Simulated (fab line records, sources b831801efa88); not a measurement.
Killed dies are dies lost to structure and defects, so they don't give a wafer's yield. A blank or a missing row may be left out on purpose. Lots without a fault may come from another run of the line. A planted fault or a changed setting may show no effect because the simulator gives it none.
A struck lot beside a sound one | flow sky130 | 19 steps out of a route of 708
Sound: wafers L717.2, L717.5, L717.6. Struck: wafers L708.1, L708.2, L708.3. The cause comes at the end.
At each step with rows: each side's tool, then ch and its chambers, then its first start. Under that, the readings that differ: sound wafers | struck wafers | difference of the means | sigmas: that difference in standard deviations of wafers without a fault.
alike: readings whose means differ by less than 2 such deviations, and words and numbers that are the same on both sides. not compared: withheld readings, readings that some wafer has no value for, bounds like >300 that may hide the same value, and numbers for which the record gives no deviation and whose values overlap.
The two part at a step that has a row with sigmas, a row that says differs or no value, or rows on one side only. Numbers that don't overlap but have no deviation are shown without sigmas and don't part them. A reading that every wafer of one side lacks parts them only if that side has two wafers or more.

first, 6 steps without rows for these wafers: SKY_VT_ADJUST_PCH_HMDS_01 (prime time 60 s); SKY_VT_ADJUST_PCH_COAT_02 (resist thk 3000 nm); SKY_VT_ADJUST_PCH_SOFTBAKE_03; SKY_VT_ADJUST_PCH_EXPOSE_04 (exposes mask NWM, target cd 840 nm); SKY_VT_ADJUST_PCH_PEB_05; SKY_VT_ADJUST_PCH_DEVELOP_06 (develop time 60 s).
SKY_VT_ADJUST_PCH_OVL_MEAS_07:
  sound on overlay-02, day 15 21:01; struck on overlay-01, day 13 05:55
  alike: VT_ADJUST_PCH_OVL
then, 1 step without rows for these wafers: SKY_VT_ADJUST_PCH_IMPLANT_08.
SKY_VT_ADJUST_PCH_STRIP_09: strips in O2/N2.
  sound on plasma_asher-03 ch 0,1, day 15 21:11; struck on plasma_asher-04 ch 0,1, day 13 06:06
  alike: drypump_motor_current_A, oes_product_au, strip_time_to_endpoint_s
  not compared: rf_hours_counter_h
SKY_VT_ADJUST_PCH_TW_MEAS_10:
  sound on film_metro-01, day 15 21:18; struck on film_metro-04, day 13 06:12
  alike: VT_ADJUST_PCH_TW
then, 2 steps without rows for these wafers: SKY_SONOS_TUNNEL_DEHYDRATE_00 (time 60 s); SKY_SONOS_TUNNEL_HMDS_01 (prime time 60 s).
SKY_SONOS_TUNNEL_COAT_02: resist thk 1140 nm.
  sound on litho_track-04 ch 0, day 16 11:17; struck on litho_track-04 ch 0, day 13 18:43
  reading                                           | sound                | struck               | difference | sigmas
  spin_speed_rpm (rpm)                              | 3000.1 3000.6 3000.9 | 2923.2 2922.3 2920.0 | -78.7      | -39
  model.NOVOLAK_of_SONOS_TUNNEL_COAT_02.thk_nm (nm) | 1140 1139 1142       | 1153 1156 1154       | +14        |
  alike: dispense_pressure_kPa, resist_line_temp_C
then, 3 steps without rows for these wafers: SKY_SONOS_TUNNEL_SOFTBAKE_03 (time 60 s); SKY_SONOS_TUNNEL_EXPOSE_04 (exposes mask TUNM, target cd 410 nm); SKY_SONOS_TUNNEL_PEB_05.
SKY_SONOS_TUNNEL_DEVELOP_06: develop time 60 s.
  sound on litho_track-04 ch 0, day 17 01:35; struck on litho_track-04 ch 0, day 14 07:52
  reading                                           | sound          | struck         | difference | sigmas
  model.NOVOLAK_of_SONOS_TUNNEL_COAT_02.thk_nm (nm) | 1139 1138 1141 | 1152 1156 1154 | +15        |
  alike: resist_line_temp_C
SKY_SONOS_TUNNEL_CD_MEAS_07: target cd 410 nm.
  sound on cd_sem-02, day 17 01:44; struck on cd_sem-01, day 14 08:01
  alike: cd_nm
-- the record jumps here: 34 days lie between the struck wafers' starts before and after (it left off in module SONOS_TUNNEL and takes up again in module PAD_OPEN, whose first step shown is number 708 of the route) --
SKY_PAD_OPEN_PROBE_99:
  sound on prober-01, day 49 22:20; struck on prober-02, day 48 06:41
  alike: killed_at_M0_to_M3, killed_at_M4_up, killed_at_contacts, killed_at_front_end, killed_at_other, killed_dies, killed_open, killed_short

WHERE THEY PART
Only at SKY_SONOS_TUNNEL_COAT_02, within this record. Later steps at which nothing parts them and some readings are alike: SKY_SONOS_TUNNEL_DEVELOP_06, SKY_SONOS_TUNNEL_CD_MEAS_07, SKY_PAD_OPEN_PROBE_99.

WHY: what the simulator had put in
Process parameter drift: litho_track-04, from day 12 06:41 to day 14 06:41, at SKY_SONOS_TUNNEL_COAT_02. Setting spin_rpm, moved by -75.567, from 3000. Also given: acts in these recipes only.
